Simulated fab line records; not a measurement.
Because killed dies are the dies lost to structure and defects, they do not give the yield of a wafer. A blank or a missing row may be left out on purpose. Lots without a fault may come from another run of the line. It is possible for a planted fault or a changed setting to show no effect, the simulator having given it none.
fab line records	flow gf180mcu
record: lots: 14	wafers: 42	lastDay: 34
route steps=602 shown NWELL@52 MVSD@76 MVPSD@88 DUAL_GATE@144 CONTACT@289
lots with no fault: from the same line, run without faults
startH: start of the lot's first displayed wafer, in hours after the record's first day	waitH: hours since the lot's step before	" the same as in the row above	L1.1+2: a single row standing in for several wafers	- no value, or no start given	* or withheld: withheld	< > ~ a bound
route shown NAME@n: NAME is a module with steps in the file, n the number in the route of the first one	usual: average and standard deviation across the fault-free wafers	same: alike in all rows	chamber/n: place in a boat	sites: readings site by site	_std_site: their standard deviation	_edge_site: inner sites' mean taken away from outer sites' mean	radiusMm: how far each site lies from the wafer's centre	mask NAME#n: copy n	behind: the last tool/chamber to shape the wafer	hold: why the lot went on hold/how many hours it stayed there/how the hold came to an end	device: whichever transistor did not switch (one of n, p or np)	end of line: tests of these same wafers at the route's end	where a step has no rows: the recipe by itself	killed: count of dies lost to structure and defects at first sort (not the wafer's yield)	map: shows each die of a wafer: x if killed, . if not, _ if none is there
set.NAME: the run value of the setting; set.NAME@STEP: its run value at that earlier step	model.NAME: the simulator's own value behind a step, which no gauge read
one table for each step of the route and one row for each wafer, over a sample of lots
services: a tool's chamber out of use, with start hour (startH, from the record's first day; less than 0 if before it), hours out, and reason
== steps ==
step: GF_NWELL_STRIP_10
recipe: chemistry: O2/N2	powerW: 1400	pressureMtorr: 1500	platenTempC: 250	o2FlowSccm: 3000	n2FlowSccm: 300	overashFraction: 0.5
usual: chamberPressureMTorr: 1499.9/1.2	drypumpMotorCurrentA: 5.5/0.32	heaterPowerW: 351/29	o2FlowSccm: 3001/9.9	oesProductAu: 0.723/0.0041	stripTimeToEndpointS: 36.96/0.11
lot.wafer	tool	chamber	startH	waitH	chamberPressureMTorr	drypumpMotorCurrentA	heaterPowerW	o2FlowSccm	oesProductAu	rfHoursCounterH	stripTimeToEndpointS
L238.2	plasmaAsher-02	0	55.25	0.1	1499.2	6.1	348	3009	0.727	42	36.91
L238.3	"	1	"	"	1499.9	5.6	359	3008	0.729	-	36.70
L238.5	"	0	"	"	1502.0	6.0	343	2992	0.719	-	36.82
L239.4	plasmaAsher-01	0	60.50	0.1	1500.3	5.4	352	3009	0.727	-	37.13
L239.5	"	0	"	"	1499.2	5.3	360	3004	0.726	-	37.06
L239.6	"	1	"	"	1499.3	5.4	308	2995	0.722	-	37.06
L240.1	plasmaAsher-02	1	66.48	0.1	1498.6	5.6	364	3013	0.723	43	36.81
L240.2	"	0	"	"	1496.7	6.1	338	2983	0.719	43	36.78
L240.6	"	1	"	"	1501.1	5.6	363	3010	0.724	-	36.75
L241.1	plasmaAsher-01	1	71.75	0.1	1500.0	5.4	302	3001	0.722	27	37.02
L241.2	"	0	"	"	1499.7	5.3	363	2992	0.726	27	37.07
L241.4	"	1	"	"	1499.3	5.4	306	3013	0.725	-	37.11
L247.3	plasmaAsher-03	0	103.46	0.1	1498.2	5.1	390	2995	0.726	-	36.76
L247.5	"	1	"	"	1499.3	6.0	365	2998	0.722	-	36.86
L247.6	"	0	"	"	1502.2	5.1	397	2987	0.727	-	36.85
L248.2	plasmaAsher-01	0	109.60	0.1	1498.4	5.3	355	2999	0.722	31	36.82
L248.4	"	1	"	"	1501.1	5.4	305	3010	0.718	-	36.92
L248.5	"	0	"	"	1500.0	5.4	365	2988	0.723	-	36.91
L249.3	plasmaAsher-02	0	114.79	0.1	1499.6	6.0	342	3015	0.728	-	36.93
L249.5	"	1	"	"	1500.6	5.6	367	3019	0.721	-	37.07
L249.6	"	0	"	"	1500.4	6.0	338	2996	0.717	-	37.09
L250.2	plasmaAsher-03	0	120.03	0.1	1498.1	5.1	394	3012	0.719	0	36.93
L250.5	"	0	"	"	1499.9	5.1	408	2983	0.716	-	36.98
L250.6	"	1	"	"	1499.8	5.9	361	2990	0.716	-	36.92
L251.2	plasmaAsher-02	0	125.65	0.1	1498.5	6.0	343	2994	0.722	50	36.92
L251.4	"	1	"	"	1499.8	5.6	365	2997	0.722	-	37.01
L251.6	"	1	"	"	1499.7	5.6	358	2992	0.721	-	36.98
L252.2	plasmaAsher-01	0	134.77	0.1	1500.6	5.4	353	3013	0.716	35	37.01
L252.3	"	1	"	"	1499.6	5.4	309	2988	0.721	-	36.91
L252.6	"	1	"	"	1499.3	5.4	315	3001	0.717	-	37.07
L254.1	plasmaAsher-02	1	143.12	0.1	1500.0	5.5	356	3002	0.719	50	37.07
L254.2	"	0	"	"	1500.2	6.0	332	2999	0.726	50	37.14
L254.3	"	1	"	"	1498.4	5.6	360	2988	0.720	-	37.23
L255.2	plasmaAsher-02	1	147.60	0.1	1500.1	5.6	362	2991	0.722	51	36.94
L255.3	"	0	"	"	1499.3	6.0	339	2992	0.727	-	37.02
L255.6	"	0	"	"	1498.7	6.0	334	3000	0.725	-	36.92
L260.3	plasmaAsher-03	1	175.58	0.1	1498.1	5.9	360	3005	0.723	-	37.06
L260.4	"	0	"	"	1499.1	5.1	406	2985	0.724	-	36.89
L260.6	"	1	"	"	1501.5	5.9	356	3012	0.721	-	37.04
L261.4	plasmaAsher-01	1	182.49	0.1	1500.4	5.4	306	2993	0.723	-	36.92
L261.5	"	0	"	"	1497.9	5.4	358	3005	0.719	-	36.95
L261.6	"	1	"	"	1502.1	5.3	306	2993	0.717	-	37.02
step: GF_MVSD_STRIP_10
recipe: chemistry: O2/N2	powerW: 1400	pressureMtorr: 1500	platenTempC: 250	o2FlowSccm: 3000	n2FlowSccm: 300	overashFraction: 0.5
usual: chamberPressureMTorr: 1499.9/1.4	drypumpMotorCurrentA: 5.7/0.38	heaterPowerW: 361/25	o2FlowSccm: 3000/8.6	oesProductAu: 0.722/0.0049	stripTimeToEndpointS: 36.92/0.12
lot.wafer	tool	chamber	startH	waitH	chamberPressureMTorr	drypumpMotorCurrentA	heaterPowerW	o2FlowSccm	oesProductAu	rfHoursCounterH	stripTimeToEndpointS
L238.2	plasmaAsher-03	1	82.43	0.1	1500.7	6.0	373	3003	0.721	43	36.79
L238.3	"	1	"	"	1498.2	5.9	365	2996	0.725	-	36.73
L238.5	"	0	"	"	1498.9	5.1	409	2997	0.716	-	36.78
L239.4	plasmaAsher-02	1	87.56	0.1	1499.8	5.6	363	2979	0.713	-	36.82
L239.5	"	1	"	"	1501.2	5.6	359	2986	0.725	-	36.83
L239.6	"	0	"	"	1500.2	6.0	344	2989	0.718	-	36.90
L240.1	plasmaAsher-03	0	92.68	0.1	1500.5	5.1	400	2996	0.720	44	36.80
L240.2	"	1	"	"	1498.1	5.9	365	3000	0.721	44	36.87
L240.6	"	1	"	"	1502.6	5.9	366	2996	0.725	-	36.86
L241.1	plasmaAsher-03	1	99.43	0.1	1499.9	6.0	366	2997	0.721	44	36.81
L241.2	"	0	"	"	1499.5	5.1	408	2989	0.728	44	36.75
L241.4	"	1	"	"	1499.8	6.0	361	3005	0.713	-	36.83
L247.3	plasmaAsher-03	1	133.76	0.1	1502.5	6.0	360	2995	0.725	-	36.83
L247.5	"	0	"	"	1500.5	5.1	418	3005	0.725	-	36.88
L247.6	"	1	"	"	1502.4	5.9	366	3001	0.713	-	36.87
L248.2	plasmaAsher-04	1	138.97	0.1	1498.9	6.1	331	2999	0.720	49	36.98
L248.4	"	1	"	"	1502.1	6.1	335	3005	0.731	-	37.07
L248.5	"	0	"	"	1499.0	6.0	343	2998	0.727	-	37.00
L249.3	plasmaAsher-03	1	144.71	0.1	1500.9	5.9	358	2993	0.727	-	37.04
L249.5	"	1	"	"	1500.4	6.0	362	3000	0.724	-	36.89
L249.6	"	0	"	"	1500.6	5.1	401	3003	0.724	-	36.95
L250.2	plasmaAsher-02	1	151.05	0.1	1496.5	5.6	355	3004	0.725	51	37.22
L250.5	"	1	"	"	1498.3	5.6	357	3013	0.725	-	37.13
L250.6	"	0	"	"	1501.1	6.1	343	3002	0.724	-	37.21
L251.2	plasmaAsher-03	1	156.70	0.1	-	-	-	-	-	-	-
L251.4	"	0	"	"	-	-	-	-	-	-	-
L251.6	"	1	"	"	-	-	-	-	-	-	-
L252.2	plasmaAsher-02	0	167.35	0.1	-	-	-	-	-	-	-
L252.3	"	0	"	"	-	-	-	-	-	-	-
L252.6	"	1	"	"	-	-	-	-	-	-	-
L254.1	plasmaAsher-02	0	175.42	0.1	1500.6	6.0	343	2985	0.718	54	36.96
L254.2	"	1	"	"	1499.7	5.6	360	2987	0.727	54	37.00
L254.3	"	1	"	"	1501.5	5.6	357	3001	0.725	-	36.92
L255.2	plasmaAsher-04	0	180.25	0.1	1499.7	5.9	347	2998	0.715	51	37.00
L255.3	"	0	"	"	1501.0	5.9	343	2994	0.724	-	37.07
L255.6	"	0	"	"	1498.9	5.9	336	2984	0.721	-	37.03
L260.3	plasmaAsher-03	1	209.16	0.1	1502.7	5.9	359	3015	0.715	-	36.78
L260.4	"	0	"	"	1499.5	5.1	396	2990	0.723	-	36.72
L260.6	"	1	"	"	1500.8	5.9	358	3008	0.724	-	36.79
L261.4	plasmaAsher-04	1	216.88	0.1	1498.2	6.1	332	3001	0.715	-	36.68
L261.5	"	0	"	"	1501.0	6.0	341	2994	0.728	-	36.66
L261.6	"	1	"	"	1499.3	6.1	335	3005	0.716	-	36.73
step: GF_MVPSD_STRIP_10
recipe: chemistry: O2/N2	powerW: 1400	pressureMtorr: 1500	platenTempC: 250	o2FlowSccm: 3000	n2FlowSccm: 300	overashFraction: 0.5
usual: chamberPressureMTorr: 1499.9/1.3	drypumpMotorCurrentA: 5.7/0.3	heaterPowerW: 341/18	o2FlowSccm: 2999/9.4	oesProductAu: 0.722/0.0046	stripTimeToEndpointS: 36.99/0.091
lot.wafer	tool	chamber	startH	waitH	chamberPressureMTorr	drypumpMotorCurrentA	heaterPowerW	o2FlowSccm	oesProductAu	rfHoursCounterH	stripTimeToEndpointS
L238.2	plasmaAsher-02	1	96.86	0.1	1500.6	5.6	364	3012	0.717	47	36.96
L238.3	"	0	"	"	1500.6	6.0	339	2998	0.722	-	37.01
L238.5	"	0	"	"	1500.9	6.0	341	2996	0.730	-	36.99
L239.4	plasmaAsher-04	0	101.91	0.1	1499.6	5.9	334	3006	0.723	-	36.92
L239.5	"	1	"	"	1502.7	6.1	336	3003	0.716	-	36.99
L239.6	"	0	"	"	1498.8	5.9	337	3007	0.725	-	37.00
L240.1	plasmaAsher-01	1	106.91	0.1	1498.6	5.4	308	3004	0.721	31	36.87
L240.2	"	0	"	"	1500.4	5.3	371	2996	0.721	31	36.91
L240.6	"	0	"	"	1500.6	5.3	361	2997	0.720	-	36.83
L241.1	plasmaAsher-02	0	113.80	0.1	1499.6	6.0	339	2981	0.724	49	36.99
L241.2	"	1	"	"	1498.9	5.6	363	2994	0.724	49	37.07
L241.4	"	0	"	"	1501.5	6.0	336	3008	0.723	-	37.03
L247.3	plasmaAsher-04	0	149.59	0.1	1497.8	6.0	329	3003	0.725	-	36.91
L247.5	"	1	"	"	1499.6	6.1	334	2993	0.721	-	36.88
L247.6	"	0	"	"	1498.3	6.0	331	2989	0.720	-	36.92
L248.2	plasmaAsher-02	1	154.78	0.1	1500.0	5.6	364	2995	0.721	52	36.85
L248.4	"	1	"	"	1499.9	5.6	365	3005	0.728	-	36.89
L248.5	"	0	"	"	1499.5	6.1	340	3002	0.717	-	36.84
L249.3	plasmaAsher-01	0	160.79	0.1	1500.9	5.3	358	2992	0.722	-	37.16
L249.5	"	0	"	"	1499.6	5.3	366	2999	0.716	-	37.07
L249.6	"	1	"	"	1500.3	5.3	300	2993	0.723	-	37.21
L250.2	plasmaAsher-01	1	166.91	0.1	1499.8	5.4	315	3012	0.723	39	37.08
L250.5	"	1	"	"	1497.9	5.4	307	2986	0.720	-	36.96
L250.6	"	0	"	"	1500.5	5.4	361	3005	0.725	-	37.09
L251.2	plasmaAsher-04	1	173.36	0.1	1499.4	6.0	341	2997	0.738	51	81.06
L251.4	"	1	"	"	1500.1	6.1	331	2997	0.747	-	80.81
L251.6	"	0	"	"	1500.1	5.9	336	3002	0.738	-	80.89
L252.2	plasmaAsher-04	0	183.85	0.1	1498.4	5.9	328	2983	0.747	52	81.46
L252.3	"	1	"	"	1498.8	6.1	337	2996	0.738	-	81.31
L252.6	"	1	"	"	1499.8	6.1	332	2993	0.742	-	81.41
L254.1	plasmaAsher-04	1	191.60	0.1	1498.8	6.0	329	3000	0.721	53	37.13
L254.2	"	0	"	"	1497.5	5.9	346	2998	0.724	53	37.15
L254.3	"	0	"	"	1500.8	5.9	334	3002	0.729	-	37.12
L255.2	plasmaAsher-02	1	196.38	0.1	1498.4	5.6	349	2994	0.725	56	37.03
L255.3	"	0	"	"	1500.7	6.0	340	3000	0.719	-	36.89
L255.6	"	0	"	"	1502.1	6.0	339	2994	0.720	-	36.87
L260.3	plasmaAsher-02	0	226.91	0.1	1499.6	6.1	339	2984	0.720	-	37.01
L260.4	"	1	"	"	1499.9	5.6	363	3005	0.727	-	37.05
L260.6	"	1	"	"	1498.4	5.6	363	3007	0.727	-	36.97
L261.4	plasmaAsher-04	1	235.36	0.1	1500.8	6.1	342	2999	0.721	-	37.00
L261.5	"	1	"	"	1498.4	6.1	327	3008	0.719	-	37.01
L261.6	"	0	"	"	1499.8	6.0	342	3012	0.730	-	36.94
step: GF_MVPSD_TW_MEAS_11
usual: MVPSD_TW: 550/6.8
lot.wafer	tool	chamber	startH	waitH	MVPSD_TW
L238.2	filmMetro-04	-	96.97	0.1	545
L238.3	"	-	"	"	545
L238.5	"	-	"	"	547
L239.4	filmMetro-04	-	102.01	0.1	546
L239.5	"	-	"	"	547
L239.6	"	-	"	"	547
L240.1	filmMetro-02	-	107.01	0.1	559
L240.2	"	-	"	"	562
L240.6	"	-	"	"	558
L241.1	filmMetro-02	-	113.90	0.1	557
L241.2	"	-	"	"	557
L241.4	"	-	"	"	557
L247.3	filmMetro-04	-	149.68	0.1	545
L247.5	"	-	"	"	541
L247.6	"	-	"	"	545
L248.2	filmMetro-04	-	154.89	0.1	545
L248.4	"	-	"	"	544
L248.5	"	-	"	"	547
L249.3	filmMetro-04	-	160.88	0.1	543
L249.5	"	-	"	"	545
L249.6	"	-	"	"	547
L250.2	filmMetro-04	-	167.02	0.1	544
L250.5	"	-	"	"	544
L250.6	"	-	"	"	540
L251.2	filmMetro-04	-	173.47	0.1	30
L251.4	"	-	"	"	30
L251.6	"	-	"	"	30
L252.2	filmMetro-04	-	183.96	0.1	30
L252.3	"	-	"	"	29
L252.6	"	-	"	"	30
L254.1	filmMetro-04	-	191.70	0.1	547
L254.2	"	-	"	"	549
L254.3	"	-	"	"	547
L255.2	filmMetro-02	-	196.49	0.1	556
L255.3	"	-	"	"	555
L255.6	"	-	"	"	556
L260.3	filmMetro-04	-	227.00	0.1	545
L260.4	"	-	"	"	546
L260.6	"	-	"	"	545
L261.4	filmMetro-04	-	235.46	0.1	544
L261.5	"	-	"	"	545
L261.6	"	-	"	"	544
step: GF_DUAL_GATE_THK_MEAS_03
recipe: reads: SiO2_of_DUAL_GATE_OXIDATION_02
usual: DUAL_GATE_OXIDATION_00_THK: 11.00/0.19
lot.wafer	tool	chamber	startH	waitH	DUAL_GATE_OXIDATION_00_THK[nm]
L238.2	filmMetro-03	-	159.58	0.0	10.97
L238.3	"	-	"	"	11.16
L238.5	"	-	"	"	10.72
L239.4	filmMetro-02	-	163.66	0.0	11.33
L239.5	"	-	"	"	11.46
L239.6	"	-	"	"	11.08
L240.1	filmMetro-03	-	172.03	0.0	11.17
L240.2	"	-	"	"	11.00
L240.6	"	-	"	"	11.22
L241.1	filmMetro-01	-	184.34	0.0	11.16
L241.2	"	-	"	"	11.16
L241.4	"	-	"	"	11.04
L247.3	filmMetro-01	-	219.55	0.0	10.74
L247.5	"	-	"	"	10.69
L247.6	"	-	"	"	10.99
L248.2	filmMetro-03	-	224.38	0.0	11.01
L248.4	"	-	"	"	10.75
L248.5	"	-	"	"	11.01
L249.3	filmMetro-02	-	232.08	0.0	10.82
L249.5	"	-	"	"	11.05
L249.6	"	-	"	"	10.91
L250.2	filmMetro-02	-	237.18	0.0	10.75
L250.5	"	-	"	"	11.02
L250.6	"	-	"	"	11.10
L251.2	filmMetro-01	-	244.08	0.0	11.16
L251.4	"	-	"	"	11.26
L251.6	"	-	"	"	11.11
L252.2	filmMetro-02	-	256.80	0.0	10.65
L252.3	"	-	"	"	10.79
L252.6	"	-	"	"	10.84
L254.1	filmMetro-01	-	267.96	0.0	10.63
L254.2	"	-	"	"	10.78
L254.3	"	-	"	"	10.96
L255.2	filmMetro-03	-	272.17	0.0	11.02
L255.3	"	-	"	"	11.07
L255.6	"	-	"	"	11.22
L260.3	filmMetro-03	-	305.54	0.0	11.23
L260.4	"	-	"	"	11.23
L260.6	"	-	"	"	11.40
L261.4	filmMetro-02	-	314.23	0.0	11.03
L261.5	"	-	"	"	10.83
L261.6	"	-	"	"	10.88
step: GF_CONTACT_CVD_02
recipe: material: SiO2	targetThkNm: 860	precursor: TEOS	tempC: 400	timeS: 95.992	rfW: 600
usual: heaterPowerW: 597/84
lot.wafer	tool	chamber	startH	waitH	heaterPowerW
L239.4	pecvd-02	0	345.32	0.1	641
L239.5	"	0	"	"	504
L239.6	"	2	"	"	422
L238.2	pecvd-02	0	348.02	0.0	510
L238.3	"	2	"	"	549
L238.5	"	0	"	"	607
L240.1	pecvd-04	2	354.99	0.1	543
L240.2	"	0	"	"	669
L240.6	"	2	"	"	593
L241.1	pecvd-01	1	370.57	0.1	724
L241.2	"	2	"	"	697
L241.4	"	0	"	"	642
L247.3	pecvd-02	2	415.77	0.1	547
L247.5	"	2	"	"	428
L247.6	"	1	"	"	568
L248.2	pecvd-01	0	424.39	0.0	637
L248.4	"	0	"	"	506
L248.5	"	1	"	"	773
L249.3	pecvd-02	1	432.09	0.0	621
L249.5	"	2	"	"	495
L249.6	"	1	"	"	656
L250.2	pecvd-01	0	439.15	0.0	623
L250.5	"	0	"	"	664
L250.6	"	1	"	"	830
L251.2	pecvd-02	1	447.28	0.0	636
L251.4	"	1	"	"	516
L251.6	"	0	"	"	581
L252.2	pecvd-04	1	466.10	0.0	515
L252.3	"	2	"	"	617
L252.6	"	2	"	"	651
L254.1	pecvd-02	0	480.01	0.1	654
L254.2	"	2	"	"	457
L254.3	"	1	"	"	633
L255.2	pecvd-04	1	482.31	0.0	577
L255.3	"	0	"	"	646
L255.6	"	1	"	"	461
L260.3	pecvd-01	2	527.08	0.0	700
L260.4	"	2	"	"	552
L260.6	"	1	"	"	801
L261.4	pecvd-02	2	533.96	0.1	508
L261.5	"	1	"	"	605
L261.6	"	0	"	"	610
== services ==
tool	chamber	startH	hours	kind
plasmaAsher-01	-	35.27	1.4	repair
plasmaAsher-02	-	47.71	1.2	repair
pecvd-02	-	51.64	6.0	pm
pecvd-02	-	74.78	2.6	repair
plasmaAsher-03	-	108.75	9.0	pm
plasmaAsher-02	-	127.02	15.6	pm
plasmaAsher-04	-	153.83	9.7	repair
plasmaAsher-04	-	163.56	2.4	repair
plasmaAsher-04	-	169.42	2.8	pm
plasmaAsher-04	-	234.11	0.8	repair
plasmaAsher-04	-	238.09	2.7	repair
plasmaAsher-01	-	262.56	20.5	repair
plasmaAsher-03	-	268.91	1.4	repair
plasmaAsher-03	-	271.78	0.7	repair
plasmaAsher-04	-	307.34	1.0	repair
pecvd-02	-	332.36	0.4	repair
pecvd-02	1	342.31	23.4	repair
plasmaAsher-01	-	371.37	14.6	pm
pecvd-02	-	372.57	6.7	repair
plasmaAsher-02	-	381.75	0.5	repair
plasmaAsher-01	-	411.43	8.2	repair
plasmaAsher-02	-	421.25	9.0	pm
plasmaAsher-01	-	514.57	12.3	repair
plasmaAsher-01	-	520.23	1.0	repair
== key ==
firstSign: step: GF_MVSD_STRIP_10	reading: toolRecord	direction: missing
effect: step: GF_MVPSD_STRIP_10	reading: stripTimeToEndpointS	direction: up	sigmas: 99+	usual: *	struck: *
effect: step: GF_MVPSD_TW_MEAS_11	reading: MVPSD_TW	direction: down	sigmas: 77	usual: 550	struck: 30
metAt GF_MVSD_STRIP_10
struckLots L251,L252
sortLeftOut L251.2,L251.4,L251.6,L252.2,L252.3,L252.6
testerLeftOut L251,L252
notActingAt GF_NWELL_STRIP_10,GF_DUAL_GATE_THK_MEAS_03,GF_CONTACT_CVD_02
onsetBetween 151.05 156.70
fault: kind: skippedStepWhole	tool: plasmaAsher-02,plasmaAsher-03	chamber: -	onsetH: 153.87	steps: GF_MVSD_STRIP_10	scope: struckLotsOnly
testerLeftOut: of these lots the tester's yield and bins aren't shown, on N5 and GAA mostly nor the transistor test; their killed dies are dies lost to structure and defects alone, not to doping, threshold or leakage, so they don't give the yield
sortLeftOut: the simulated sort isn't trusted on such a fault, so these wafers' sort isn't shown, and their yield isn't known
